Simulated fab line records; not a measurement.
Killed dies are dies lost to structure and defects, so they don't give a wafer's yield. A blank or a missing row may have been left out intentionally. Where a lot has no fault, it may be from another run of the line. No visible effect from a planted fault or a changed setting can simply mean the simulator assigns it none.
One fault seen from 2 desks    flow sky130    each desk has only its own numbers; what lay behind them comes last

## THE TOOL OWNER'S DESK: rieMetal-04
The tool's own readings at SKY_METAL4_METAL_ETCH_18 (etches the open film in Cl2/BCl3, stops on SiO2, target depth 845 nm, time 183.1 s): means of the sampled wafers that have a number, for each lot that ran on this tool. The brackets show how far a lot's mean lies from the usual mean; more than 4 standard deviations puts the lot out of limits, marked OUT.
Columns: A = drypumpMotorCurrentA at SKY_METAL4_METAL_ETCH_18, usual 5.73 A; B = oesProductAu at SKY_METAL4_METAL_ETCH_18, usual 0.855 a.u.; C = throttleValvePct at SKY_METAL4_METAL_ETCH_18, usual 22.265 %
lot   first seen here  A     B      C
L864  day 44 17:10     5.54  0.852  22.257
L865  day 44 19:10     5.52  0.855  22.259
L867  day 45 16:13     5.52  0.859  22.268
L873  day 47 00:01     5.69  0.862  22.264
L874  day 47 07:46     5.58  0.860  22.269
Result from this desk: across the 5 lots, nothing is out of limits.

## AT THE METROLOGY DESK
Lot by lot, what the gauges showed, no matter which tool ran the lot: averages of those sampled wafers that carry a number. The brackets show how far a lot's mean lies from the usual mean; more than 4 standard deviations puts the lot out of limits, marked OUT.
Columns: A = cdNm at SKY_METAL4_CD_MEAS_13, usual 299.9 nm; B = METAL4_OVL at SKY_METAL4_OVL_MEAS_14, usual 6 nm; C = VIA4_HDPCVD_THK at SKY_VIA4_THK_MEAS_01, usual 1776 nm; D = VIA4_BOW at SKY_VIA4_BOW_MEAS_03, usual 79 um; E = VIA4_OVL at SKY_VIA4_OVL_MEAS_11, usual -1.1 nm; F = VIA4_W_RS at SKY_VIA4_RS_MEAS_19, usual 0.2269 ohm/sq; G = VIA4_W_THK at SKY_VIA4_THK_MEAS_20, usual 503 nm
lot   first seen here  A      B   C     D   E     F       G
L855  day 42 22:58     300.9  3   1783  87  0.1   0.2260  510
L864  day 44 16:52     303.3  8   1764  75  1.1   0.2275  489
L865  day 44 18:52     296.8  -5  1768  80  -0.7  0.2219  504
L867  day 45 15:55     301.0  10  1793  89  -3.3  0.2263  510
L873  day 46 23:44     297.4  3   1770  72  -1.3  0.2295  500
L874  day 47 07:29     300.1  15  1759  78  -2.0  0.2249  496
Result from this desk: across the 6 lots, nothing is out of limits.

## TAKEN TOGETHER
Nothing out of limits was seen by the tool owner's desk.
At the metrology desk, nothing out of limits was observed.

## WHAT HAD BEEN PUT IN BY THE SIMULATOR
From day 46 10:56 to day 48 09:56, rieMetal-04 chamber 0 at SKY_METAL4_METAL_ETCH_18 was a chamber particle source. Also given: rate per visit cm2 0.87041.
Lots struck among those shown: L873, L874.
